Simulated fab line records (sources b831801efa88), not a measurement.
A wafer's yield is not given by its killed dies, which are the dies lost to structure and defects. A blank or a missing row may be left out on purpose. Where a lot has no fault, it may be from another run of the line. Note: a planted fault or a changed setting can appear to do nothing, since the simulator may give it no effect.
Which tool was responsible? || flow sky130 || 45 wafers from 15 lots sampled at 4 of the route's 708 steps

== WHAT THE GAUGES READ, wafer by wafer ==
SKY_METAL5_THK_MEAS_06: measures by xrf. Usual: METAL5_ALCU_THK 1157 nm, standard deviation 14.
{"lot": "L133", "measured": "day 43 11:49", "on": "film-metro-03", "METAL5_ALCU_THK (nm)": "1144 1154 1139", "flag": ""}
{"lot": "L134", "measured": "day 43 12:43", "on": "film-metro-03", "METAL5_ALCU_THK (nm)": "1157 1172 1171", "flag": ""}
{"lot": "L135", "measured": "day 44 06:31", "on": "film-metro-02", "METAL5_ALCU_THK (nm)": "1144 1147 1145", "flag": ""}
{"lot": "L136", "measured": "day 44 08:31", "on": "film-metro-03", "METAL5_ALCU_THK (nm)": "1195 1193 1192", "flag": ""}
{"lot": "L137", "measured": "day 44 14:22", "on": "film-metro-03", "METAL5_ALCU_THK (nm)": "1160 1155 1158", "flag": ""}
{"lot": "L138", "measured": "day 44 17:04", "on": "film-metro-03", "METAL5_ALCU_THK (nm)": "1145 1136 1149", "flag": ""}
{"lot": "L141", "measured": "day 45 00:49", "on": "film-metro-01", "METAL5_ALCU_THK (nm)": "1140 1132 1145", "flag": ""}
{"lot": "L139", "measured": "day 45 02:23", "on": "film-metro-03", "METAL5_ALCU_THK (nm)": "1172 1172 1168", "flag": ""}
{"lot": "L140", "measured": "day 45 03:28", "on": "film-metro-03", "METAL5_ALCU_THK (nm)": "1153 1162 1150", "flag": ""}
{"lot": "L145", "measured": "day 45 23:23", "on": "film-metro-03", "METAL5_ALCU_THK (nm)": "1156 1154 1147", "flag": ""}
{"lot": "L144", "measured": "day 46 01:58", "on": "film-metro-01", "METAL5_ALCU_THK (nm)": "1172 1169 1175", "flag": ""}
{"lot": "L147", "measured": "day 46 14:05", "on": "film-metro-02", "METAL5_ALCU_THK (nm)": "1165 1161 1167", "flag": ""}
{"lot": "L148", "measured": "day 47 13:26", "on": "film-metro-01", "METAL5_ALCU_THK (nm)": "1141 1129 1119", "flag": ""}
{"lot": "L155", "measured": "day 48 15:16", "on": "film-metro-02", "METAL5_ALCU_THK (nm)": "1169 1161 1155", "flag": ""}
{"lot": "L156", "measured": "day 48 17:10", "on": "film-metro-03", "METAL5_ALCU_THK (nm)": "1168 1156 1162", "flag": ""}

== EACH LOT AND THE TOOL THAT RAN IT (in order: tool; ch and the chambers of the sampled wafers; start) ==
{"lot": "L133", "SKY_VIA3_CMP_24": "cmp-01 ch 0,2,3, day 40 08:43", "SKY_CAP2M_STRIP_14": "plasma-asher-04 ch 0,1, day 41 09:35", "SKY_VIA4_DEVELOP_10": "litho-track-03 ch 0, day 43 09:59"}
{"lot": "L134", "SKY_VIA3_CMP_24": "cmp-01 ch 0,1, day 40 09:24", "SKY_CAP2M_STRIP_14": "plasma-asher-01 ch 0,1, day 41 10:11", "SKY_VIA4_DEVELOP_10": "litho-track-03 ch 0, day 43 10:53"}
{"lot": "L135", "SKY_VIA3_CMP_24": "cmp-02 ch 0,1, day 41 06:51", "SKY_CAP2M_STRIP_14": "plasma-asher-01 ch 0,1, day 42 06:22", "SKY_VIA4_DEVELOP_10": "litho-track-04 ch 0, day 44 04:42"}
{"lot": "L136", "SKY_VIA3_CMP_24": "cmp-02 ch 0,2, day 41 08:43", "SKY_CAP2M_STRIP_14": "plasma-asher-04 ch 0, day 42 08:58", "SKY_VIA4_DEVELOP_10": "litho-track-01 ch 0, day 44 06:41"}
{"lot": "L137", "SKY_VIA3_CMP_24": "cmp-02 ch 0,1,2, day 41 12:17", "SKY_CAP2M_STRIP_14": "plasma-asher-04 ch 0,1, day 42 12:37", "SKY_VIA4_DEVELOP_10": "litho-track-03 ch 0, day 44 12:33"}
{"lot": "L138", "SKY_VIA3_CMP_24": "cmp-02 ch 1,3, day 41 16:50", "SKY_CAP2M_STRIP_14": "plasma-asher-01 ch 1, day 42 16:50", "SKY_VIA4_DEVELOP_10": "litho-track-03 ch 0, day 44 15:15"}
{"lot": "L141", "SKY_VIA3_CMP_24": "cmp-02 ch 0,2,3, day 42 00:34", "SKY_CAP2M_STRIP_14": "plasma-asher-04 ch 0,1, day 43 00:18", "SKY_VIA4_DEVELOP_10": "litho-track-03 ch 0, day 44 23:00"}
{"lot": "L139", "SKY_VIA3_CMP_24": "cmp-02 ch 0,1,2, day 42 01:59", "SKY_CAP2M_STRIP_14": "plasma-asher-01 ch 0,1, day 43 01:52", "SKY_VIA4_DEVELOP_10": "litho-track-01 ch 0, day 45 00:35"}
{"lot": "L140", "SKY_VIA3_CMP_24": "cmp-02 ch 1,2,3, day 42 04:22", "SKY_CAP2M_STRIP_14": "plasma-asher-01 ch 0,1, day 43 03:30", "SKY_VIA4_DEVELOP_10": "litho-track-01 ch 0, day 45 01:38"}
{"lot": "L145", "SKY_VIA3_CMP_24": "cmp-02 ch 0,1,2, day 43 01:23", "SKY_CAP2M_STRIP_14": "plasma-asher-02 ch 0,1, day 44 00:29", "SKY_VIA4_DEVELOP_10": "litho-track-01 ch 0, day 45 21:04"}
{"lot": "L144", "SKY_VIA3_CMP_24": "cmp-02 ch 1,2,3, day 43 05:17", "SKY_CAP2M_STRIP_14": "plasma-asher-02 ch 1, day 44 03:36", "SKY_VIA4_DEVELOP_10": "litho-track-01 ch 0, day 46 00:02"}
{"lot": "L147", "SKY_VIA3_CMP_24": "cmp-02 ch 0,1,3, day 43 17:46", "SKY_CAP2M_STRIP_14": "plasma-asher-02 ch 0,1, day 44 16:52", "SKY_VIA4_DEVELOP_10": "litho-track-01 ch 0, day 46 12:17"}
{"lot": "L148", "SKY_VIA3_CMP_24": "cmp-02 ch 0,1,3, day 44 17:38", "SKY_CAP2M_STRIP_14": "plasma-asher-04 ch 0,1, day 45 15:57", "SKY_VIA4_DEVELOP_10": "litho-track-03 ch 0, day 47 11:26"}
{"lot": "L155", "SKY_VIA3_CMP_24": "cmp-01 ch 0,1,3, day 45 22:17", "SKY_CAP2M_STRIP_14": "plasma-asher-04 ch 0,1, day 46 20:12", "SKY_VIA4_DEVELOP_10": "litho-track-03 ch 0, day 48 13:26"}
{"lot": "L156", "SKY_VIA3_CMP_24": "cmp-01 ch 0,1, day 46 00:47", "SKY_CAP2M_STRIP_14": "plasma-asher-04 ch 0,1, day 46 22:27", "SKY_VIA4_DEVELOP_10": "litho-track-04 ch 0, day 48 15:21"}
- SKY_VIA3_CMP_24: polishes, stops on SiO2, t overpolish 20 s, target thk 0 nm.
- SKY_CAP2M_STRIP_14: strips in O2/N2.
- SKY_VIA4_DEVELOP_10: develop time 60 s.

== AS READ BY THE TOOLS THEMSELVES (means over the sampled wafers that have a number; for cases with no such wafer, the mark the record gives instead) ==
SKY_VIA3_CMP_24. Usual: motor-current-A 11.1 A, standard deviation 0.87; overpolish-run-s 20.000 s, standard deviation 0.0095; time-to-endpoint-s 96 s, standard deviation 3.6.
{"lot": "L133", "tool": "cmp-01", "motor-current-A (A)": 10.9, "overpolish-run-s (s)": 19.989, "time-to-endpoint-s (s)": 95, "flag": ""}
{"lot": "L134", "tool": "cmp-01", "motor-current-A (A)": 11.1, "overpolish-run-s (s)": 20.000, "time-to-endpoint-s (s)": 98, "flag": ""}
{"lot": "L135", "tool": "cmp-02", "motor-current-A (A)": 11.9, "overpolish-run-s (s)": 19.993, "time-to-endpoint-s (s)": 96, "flag": ""}
{"lot": "L136", "tool": "cmp-02", "motor-current-A (A)": 10.7, "overpolish-run-s (s)": 19.993, "time-to-endpoint-s (s)": 95, "flag": ""}
{"lot": "L137", "tool": "cmp-02", "motor-current-A (A)": 11.0, "overpolish-run-s (s)": 19.998, "time-to-endpoint-s (s)": 93, "flag": ""}
{"lot": "L138", "tool": "cmp-02", "motor-current-A (A)": 10.9, "overpolish-run-s (s)": 19.999, "time-to-endpoint-s (s)": 91, "flag": ""}
{"lot": "L141", "tool": "cmp-02", "motor-current-A (A)": 11.0, "overpolish-run-s (s)": 20.003, "time-to-endpoint-s (s)": 92, "flag": ""}
{"lot": "L139", "tool": "cmp-02", "motor-current-A (A)": 11.2, "overpolish-run-s (s)": 20.003, "time-to-endpoint-s (s)": 89, "flag": ""}
{"lot": "L140", "tool": "cmp-02", "motor-current-A (A)": 10.7, "overpolish-run-s (s)": 20.010, "time-to-endpoint-s (s)": 92, "flag": ""}
{"lot": "L145", "tool": "cmp-02", "motor-current-A (A)": 10.7, "overpolish-run-s (s)": 20.002, "time-to-endpoint-s (s)": 95, "flag": ""}
{"lot": "L144", "tool": "cmp-02", "motor-current-A (A)": 11.0, "overpolish-run-s (s)": 19.999, "time-to-endpoint-s (s)": 99, "flag": ""}
{"lot": "L147", "tool": "cmp-02", "motor-current-A (A)": 11.1, "overpolish-run-s (s)": 19.998, "time-to-endpoint-s (s)": 99, "flag": ""}
{"lot": "L148", "tool": "cmp-02", "motor-current-A (A)": 11.4, "overpolish-run-s (s)": 19.992, "time-to-endpoint-s (s)": 100, "flag": ""}
{"lot": "L155", "tool": "cmp-01", "motor-current-A (A)": 11.2, "overpolish-run-s (s)": 19.996, "time-to-endpoint-s (s)": 95, "flag": ""}
{"lot": "L156", "tool": "cmp-01", "motor-current-A (A)": 11.2, "overpolish-run-s (s)": 19.996, "time-to-endpoint-s (s)": 98, "flag": ""}

SKY_CAP2M_STRIP_14. Usual: drypump-motor-current-A 5.7 A, standard deviation 0.34; oes-product-au 0.710 a.u., standard deviation 0.0047; strip-time-to-endpoint-s 12.63 s, standard deviation 0.047.
{"lot": "L133", "tool": "plasma-asher-04", "drypump-motor-current-A (A)": 5.9, "oes-product-au (a.u.)": 0.710, "strip-time-to-endpoint-s (s)": 12.68, "flag": ""}
{"lot": "L134", "tool": "plasma-asher-01", "drypump-motor-current-A (A)": 5.3, "oes-product-au (a.u.)": 0.712, "strip-time-to-endpoint-s (s)": 12.69, "flag": ""}
{"lot": "L135", "tool": "plasma-asher-01", "drypump-motor-current-A (A)": 5.5, "oes-product-au (a.u.)": 0.707, "strip-time-to-endpoint-s (s)": 12.63, "flag": ""}
{"lot": "L136", "tool": "plasma-asher-04", "drypump-motor-current-A (A)": 5.8, "oes-product-au (a.u.)": 0.707, "strip-time-to-endpoint-s (s)": 12.59, "flag": ""}
{"lot": "L137", "tool": "plasma-asher-04", "drypump-motor-current-A (A)": 5.9, "oes-product-au (a.u.)": 0.705, "strip-time-to-endpoint-s (s)": 12.57, "flag": ""}
{"lot": "L138", "tool": "plasma-asher-01", "drypump-motor-current-A (A)": 5.1, "oes-product-au (a.u.)": 0.707, "strip-time-to-endpoint-s (s)": 12.62, "flag": ""}
{"lot": "L141", "tool": "plasma-asher-04", "drypump-motor-current-A (A)": 6.0, "oes-product-au (a.u.)": 0.711, "strip-time-to-endpoint-s (s)": 12.59, "flag": ""}
{"lot": "L139", "tool": "plasma-asher-01", "drypump-motor-current-A (A)": 5.5, "oes-product-au (a.u.)": 0.715, "strip-time-to-endpoint-s (s)": 12.66, "flag": ""}
{"lot": "L140", "tool": "plasma-asher-01", "drypump-motor-current-A (A)": 5.3, "oes-product-au (a.u.)": 0.710, "strip-time-to-endpoint-s (s)": 12.56, "flag": ""}
{"lot": "L145", "tool": "plasma-asher-02", "drypump-motor-current-A (A)": 5.7, "oes-product-au (a.u.)": 0.710, "strip-time-to-endpoint-s (s)": 12.60, "flag": ""}
{"lot": "L144", "tool": "plasma-asher-02", "drypump-motor-current-A (A)": 5.8, "oes-product-au (a.u.)": 0.711, "strip-time-to-endpoint-s (s)": 12.67, "flag": ""}
{"lot": "L147", "tool": "plasma-asher-02", "drypump-motor-current-A (A)": 5.7, "oes-product-au (a.u.)": 0.711, "strip-time-to-endpoint-s (s)": 12.66, "flag": ""}
{"lot": "L148", "tool": "plasma-asher-04", "drypump-motor-current-A (A)": 6.0, "oes-product-au (a.u.)": 0.707, "strip-time-to-endpoint-s (s)": 12.66, "flag": ""}
{"lot": "L155", "tool": "plasma-asher-04", "drypump-motor-current-A (A)": 6.0, "oes-product-au (a.u.)": 0.711, "strip-time-to-endpoint-s (s)": 12.66, "flag": ""}
{"lot": "L156", "tool": "plasma-asher-04", "drypump-motor-current-A (A)": 5.9, "oes-product-au (a.u.)": 0.711, "strip-time-to-endpoint-s (s)": 12.61, "flag": ""}

SKY_VIA4_DEVELOP_10. Usual: chill-plate-temp-C 23.00 C, standard deviation 0.11; developer-temp-C 23.00 C, standard deviation 0.098; exhaust-pa 45.3 Pa, standard deviation 0.82.
{"lot": "L133", "tool": "litho-track-03", "chill-plate-temp-C (C)": 23.04, "developer-temp-C (C)": 23.01, "exhaust-pa (Pa)": 45.5, "flag": ""}
{"lot": "L134", "tool": "litho-track-03", "chill-plate-temp-C (C)": 22.86, "developer-temp-C (C)": 23.14, "exhaust-pa (Pa)": 44.4, "flag": ""}
{"lot": "L135", "tool": "litho-track-04", "chill-plate-temp-C (C)": 22.91, "developer-temp-C (C)": 23.05, "exhaust-pa (Pa)": 44.4, "flag": ""}
{"lot": "L136", "tool": "litho-track-01", "chill-plate-temp-C (C)": 22.88, "developer-temp-C (C)": 23.06, "exhaust-pa (Pa)": 44.9, "flag": ""}
{"lot": "L137", "tool": "litho-track-03", "chill-plate-temp-C (C)": 22.87, "developer-temp-C (C)": 22.96, "exhaust-pa (Pa)": 45.7, "flag": ""}
{"lot": "L138", "tool": "litho-track-03", "chill-plate-temp-C (C)": 23.07, "developer-temp-C (C)": 22.97, "exhaust-pa (Pa)": 45.9, "flag": ""}
{"lot": "L141", "tool": "litho-track-03", "chill-plate-temp-C (C)": 23.09, "developer-temp-C (C)": 23.13, "exhaust-pa (Pa)": 45.6, "flag": ""}
{"lot": "L139", "tool": "litho-track-01", "chill-plate-temp-C (C)": 22.90, "developer-temp-C (C)": 22.93, "exhaust-pa (Pa)": 44.6, "flag": ""}
{"lot": "L140", "tool": "litho-track-01", "chill-plate-temp-C (C)": 23.06, "developer-temp-C (C)": 23.05, "exhaust-pa (Pa)": 45.2, "flag": ""}
{"lot": "L145", "tool": "litho-track-01", "chill-plate-temp-C (C)": 23.04, "developer-temp-C (C)": 25.28, "exhaust-pa (Pa)": 45.1, "flag": "OFF"}
{"lot": "L144", "tool": "litho-track-01", "chill-plate-temp-C (C)": 23.06, "developer-temp-C (C)": 25.18, "exhaust-pa (Pa)": 44.9, "flag": "OFF"}
{"lot": "L147", "tool": "litho-track-01", "chill-plate-temp-C (C)": 22.92, "developer-temp-C (C)": 25.41, "exhaust-pa (Pa)": 45.9, "flag": "OFF"}
{"lot": "L148", "tool": "litho-track-03", "chill-plate-temp-C (C)": 23.02, "developer-temp-C (C)": 23.06, "exhaust-pa (Pa)": 44.8, "flag": ""}
{"lot": "L155", "tool": "litho-track-03", "chill-plate-temp-C (C)": 22.99, "developer-temp-C (C)": 22.93, "exhaust-pa (Pa)": 45.3, "flag": ""}
{"lot": "L156", "tool": "litho-track-04", "chill-plate-temp-C (C)": 22.89, "developer-temp-C (C)": 23.01, "exhaust-pa (Pa)": 46.5, "flag": ""}

== THE ANSWER, worked out from the rows above alone ==
Rule: a lot counts as off when the mean over its wafers that have a number is more than 3 standard deviations away from the usual mean. Also off: a lot with no number at a reading for which 4 or more lots have one. The other lots that the step has rows for count as sound. Order of review: gauges by route order, followed by the tools' own readings, for which a lot's mean as printed above is used. At the first step where some lot is off, the reading lying furthest off is the one used; lots without a number count as furthest.
Off: L145, L144, L147, at SKY_VIA4_DEVELOP_10 (developer-temp-C).
A tool fits if, at that step or a process step before it, it ran every lot that is off, and no sound lot after the first of them. This does not decide it: 2 tools fit, namely plasma-asher-02 at SKY_CAP2M_STRIP_14 and litho-track-01 at SKY_VIA4_DEVELOP_10.

== WHAT THE SIMULATOR HAD INSERTED ==
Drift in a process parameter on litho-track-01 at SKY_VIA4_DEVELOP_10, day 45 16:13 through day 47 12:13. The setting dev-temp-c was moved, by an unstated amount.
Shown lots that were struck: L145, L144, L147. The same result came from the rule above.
